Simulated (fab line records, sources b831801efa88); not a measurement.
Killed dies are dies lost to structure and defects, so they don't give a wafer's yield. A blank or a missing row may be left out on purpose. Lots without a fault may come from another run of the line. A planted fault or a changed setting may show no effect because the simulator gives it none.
Which tool did it? | flow sky130 | 24 lots, 72 wafers sampled, at 3 steps of a route of 708

WHAT THE GAUGES READ, wafer by wafer
SKY_VIA2_THK_MEAS_01.
lot  | measured     | on            | VIA2_HDPCVD_THK (nm)
L074 | day 36 13:29 | film_metro-04 | 1175 1168 1176
L075 | day 36 17:32 | film_metro-03 | 1172 1171 1189
L076 | day 36 21:39 | film_metro-02 | 1174 1174 1173
L077 | day 37 15:52 | film_metro-04 | 1203 1200 1211
L078 | day 37 20:36 | film_metro-02 | 1197 1200 1195
L079 | day 37 22:34 | film_metro-04 | 1188 1196 1184
L080 | day 38 01:55 | film_metro-03 | 1190 1175 1184
L081 | day 38 23:14 | film_metro-03 | 1196 1203 1179
L082 | day 39 00:31 | film_metro-03 | 1174 1190 1183
L083 | day 39 03:23 | film_metro-02 | 1186 1207 1201
L084 | day 39 09:35 | film_metro-04 | 1177 1177 1180
L085 | day 40 01:42 | film_metro-03 | 1208 1191 1190
L086 | day 40 05:34 | film_metro-04 | 1182 1186 1196
L087 | day 40 10:35 | film_metro-03 | 1210 1196 1197
L088 | day 40 11:52 | film_metro-02 | 1206 1216 1209
L089 | day 41 01:01 | film_metro-02 | 1199 1208 1200
L090 | day 41 04:06 | film_metro-03 | 1213 1204 1215
L091 | day 41 11:34 | film_metro-04 | 1185 1197 1169
L092 | day 41 12:22 | film_metro-04 | 1211 1215 1196
L093 | day 42 02:31 | film_metro-03 | 1183 1165 1174
L094 | day 42 04:50 | film_metro-03 | 1200 1205 1206
L095 | day 42 17:47 | film_metro-04 | 1182 1194 1192
L096 | day 42 18:52 | film_metro-02 | 1157 1160 1172
L097 | day 43 05:07 | film_metro-04 | 1150 1154 1156

SKY_VIA3_THK_MEAS_01.
lot  | measured     | on            | VIA3_HDPCVD_THK (nm)
L074 | day 40 00:23 | film_metro-01 | 1709 1715 1717
L075 | day 40 03:59 | film_metro-01 | 1712 1698 1686
L076 | day 40 06:58 | film_metro-02 | 1728 1702 1699
L077 | day 40 23:56 | film_metro-02 | 1695 1699 1678
L078 | day 41 06:37 | film_metro-04 | 1723 1712 1727
L079 | day 41 07:58 | film_metro-01 | 1719 1733 1731
L080 | day 41 09:32 | film_metro-02 | 1705 1713 1715
L081 | day 42 05:56 | film_metro-04 | 1687 1712 1756
L082 | day 42 08:16 | film_metro-04 | 1687 1670 1702
L083 | day 42 11:04 | film_metro-01 | 1685 1727 1696
L084 | day 42 16:17 | film_metro-02 | 1761 1729 1703
L085 | day 43 06:53 | film_metro-01 | 1693 1707 1697
L086 | day 43 12:00 | film_metro-04 | 1724 1682 1678
L087 | day 43 15:58 | film_metro-02 | 1720 1725 1719
L088 | day 43 17:55 | film_metro-04 | 1710 1720 1718
L089 | day 44 06:49 | film_metro-04 | 1713 1700 1732
L090 | day 44 07:53 | film_metro-04 | 1726 1730 1709
L091 | day 44 14:42 | film_metro-01 | 1717 1727 1704
L092 | day 44 17:24 | film_metro-04 | 1711 1733 1702
L093 | day 45 07:04 | film_metro-01 | 1726 1732 1748
L094 | day 45 07:24 | film_metro-02 | 1707 1695 1713
L095 | day 46 00:52 | film_metro-01 | 1735 1723 1691
L096 | day 46 01:27 | film_metro-01 | 1750 1703 1699
L097 | day 46 07:15 | film_metro-04 | 1733 1725 1726

WHICH TOOL RAN EACH LOT (tool, then ch and the chambers of the sampled wafers, then the start)
lot  | SKY_METAL3_SPUTTER_03
L074 | pvd_sputter-02, day 37 18:34
L075 | pvd_sputter-02, day 37 22:05
L076 | pvd_sputter-02, day 38 02:04
L077 | pvd_sputter-04, day 38 19:34
L078 | pvd_sputter-03, day 39 02:04
L079 | pvd_sputter-02, day 39 03:32
L080 | pvd_sputter-04, day 39 05:41
L081 | pvd_sputter-03, day 40 02:41
L082 | pvd_sputter-02, day 40 05:08
L083 | pvd_sputter-02, day 40 06:31
L084 | pvd_sputter-03, day 40 13:19
L085 | pvd_sputter-04, day 41 04:53
L086 | pvd_sputter-03, day 41 09:31
L087 | pvd_sputter-04, day 41 13:29
L088 | pvd_sputter-04, day 41 14:59
L089 | pvd_sputter-04, day 42 03:56
L090 | pvd_sputter-03, day 42 06:48
L091 | pvd_sputter-03, day 42 13:52
L092 | pvd_sputter-02, day 42 15:19
L093 | pvd_sputter-02, day 43 05:04
L094 | pvd_sputter-03, day 43 07:18
L095 | pvd_sputter-03, day 43 19:19
L096 | pvd_sputter-02, day 43 20:32
L097 | pvd_sputter-03, day 44 07:44
- SKY_METAL3_SPUTTER_03: material Ti, target thk 5 nm, time 3.2 s.

WHAT THE TOOLS THEMSELVES READ (means of the sampled wafers that have a number; where no wafer has one, the mark that the record gives instead)
SKY_METAL3_SPUTTER_03.
lot  | tool           | throttle_valve_pct (%)
L074 | pvd_sputter-02 | 30.4
L075 | pvd_sputter-02 | 30.3
L076 | pvd_sputter-02 | 30.6
L077 | pvd_sputter-04 | 28.9
L078 | pvd_sputter-03 | 30.0
L079 | pvd_sputter-02 | 29.9
L080 | pvd_sputter-04 | 29.5
L081 | pvd_sputter-03 | 29.8
L082 | pvd_sputter-02 | 30.4
L083 | pvd_sputter-02 | 30.5
L084 | pvd_sputter-03 | 30.2
L085 | pvd_sputter-04 | 29.8
L086 | pvd_sputter-03 | 29.7
L087 | pvd_sputter-04 | 30.0
L088 | pvd_sputter-04 | 29.3
L089 | pvd_sputter-04 | 30.0
L090 | pvd_sputter-03 | 30.0
L091 | pvd_sputter-03 | 30.2
L092 | pvd_sputter-02 | 29.9
L093 | pvd_sputter-02 | 30.3
L094 | pvd_sputter-03 | 30.5
L095 | pvd_sputter-03 | 30.3
L096 | pvd_sputter-02 | 30.5
L097 | pvd_sputter-03 | 30.1

THE ANSWER, worked out from the rows above alone
Rule: what is usual is taken from the lots themselves. Put in order of their means at a reading, lots are off if they are a third of the lots or fewer, leave a main group of 4 or more, and stand apart from it by a gap of 3 or more times the standard deviation of the main group's means; of several such gaps the widest counts. A main group whose means are all the same, to the digits that the tables above print for the reading, isn't used. A lot without any number at a reading at which 4 lots or more have one is off too. The other lots that the step has rows for count as sound. The gauges are gone through in route order, then the tools' own readings, and for those a lot's mean is taken as printed above. The first step at which some lot is off is used, and at that step the reading that is off furthest; a lot without a number counts as furthest.
No lot is off at any reading shown: from this, nothing can be told.

WHAT THE SIMULATOR HAD PUT IN
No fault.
